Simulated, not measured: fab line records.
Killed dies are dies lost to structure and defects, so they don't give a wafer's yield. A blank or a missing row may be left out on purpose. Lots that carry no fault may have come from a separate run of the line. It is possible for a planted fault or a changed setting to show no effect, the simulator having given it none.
One fault seen from 2 desks ; flow sky130 ; only its own numbers are on each desk; what lay behind them is given at the end

AT THE METROLOGY DESK
Means of the sampled wafers that have a number, per lot and without regard to the tool the lot ran on: this is what the gauges read. A lot is out of limits, marked OUT, if its mean lies more than 4 standard deviations from the usual mean; the brackets give that distance.
Columns: A = cdNm at SKY_POLY_GATE_CD_MEAS_13, usual 150.3 nm; B = POLY_GATE_OVL at SKY_POLY_GATE_OVL_MEAS_14, usual -1 nm; C = POLY_GATE_OXIDATION_THK at SKY_POLY_GATE_THK_MEAS_21, usual 4.02 nm; D = cdNm at SKY_POLY_GATE_CD_MEAS_22, usual 150.1 nm; E = LDD_N_OVL at SKY_LDD_N_OVL_MEAS_07, usual -0.5 nm; F = LDD_N_TW at SKY_LDD_N_TW_MEAS_17, usual 2560
lot;first seen here;A;B;C;D;E;F
L356;day 16 16:04;150.8;-2;3.77;150.2;0.7;2515
L357;day 17 05:08;150.1;-4;4.04;150.1;0.4;2580
L362;day 18 23:01;149.6;-2;4.01;148.9;0.3;2524
L363;day 19 06:25;150.5;-2;4.05;151.6;0.5;2564
L371;day 22 08:28;150.1;5;4.10;149.9;-2.6;2595
L377;day 24 08:38;150.9;-5;4.06;151.0;-0.5;2558
Finding of this desk: none of the 6 lots has anything out of limits.

DESK OF THE TOOL OWNER: rieSi-01
The tool's own readings at SKY_POLY_GATE_ETCH_17 (etches poly-Si in HBr/Cl2, stops on SiO2, target depth 180 nm, time 70.5 s): means of the sampled wafers that have a number, for each lot that ran on this tool. A lot is out of limits, marked OUT, if its mean lies more than 4 standard deviations from the usual mean; the brackets give that distance.
Columns: A = drypumpMotorCurrentA at SKY_POLY_GATE_ETCH_17, usual 5.52 A; B = oesProductAu at SKY_POLY_GATE_ETCH_17, usual 0.989 a.u.; C = throttleValvePct at SKY_POLY_GATE_ETCH_17, usual 33.684 %
lot;first seen here;A;B;C
L362;day 18 23:21;5.64;0.994;33.683
L363;day 19 06:45;5.81;0.986;33.680
L371;day 22 08:46;5.69;0.985;33.688
L377;day 24 08:58;5.70;0.976;33.691
Finding of this desk: none of the 4 lots has anything out of limits.

TAKEN TOGETHER
The metrology desk saw nothing out of limits.
The tool owner's desk saw nothing out of limits.

WHAT WAS PUT IN BY THE SIMULATOR
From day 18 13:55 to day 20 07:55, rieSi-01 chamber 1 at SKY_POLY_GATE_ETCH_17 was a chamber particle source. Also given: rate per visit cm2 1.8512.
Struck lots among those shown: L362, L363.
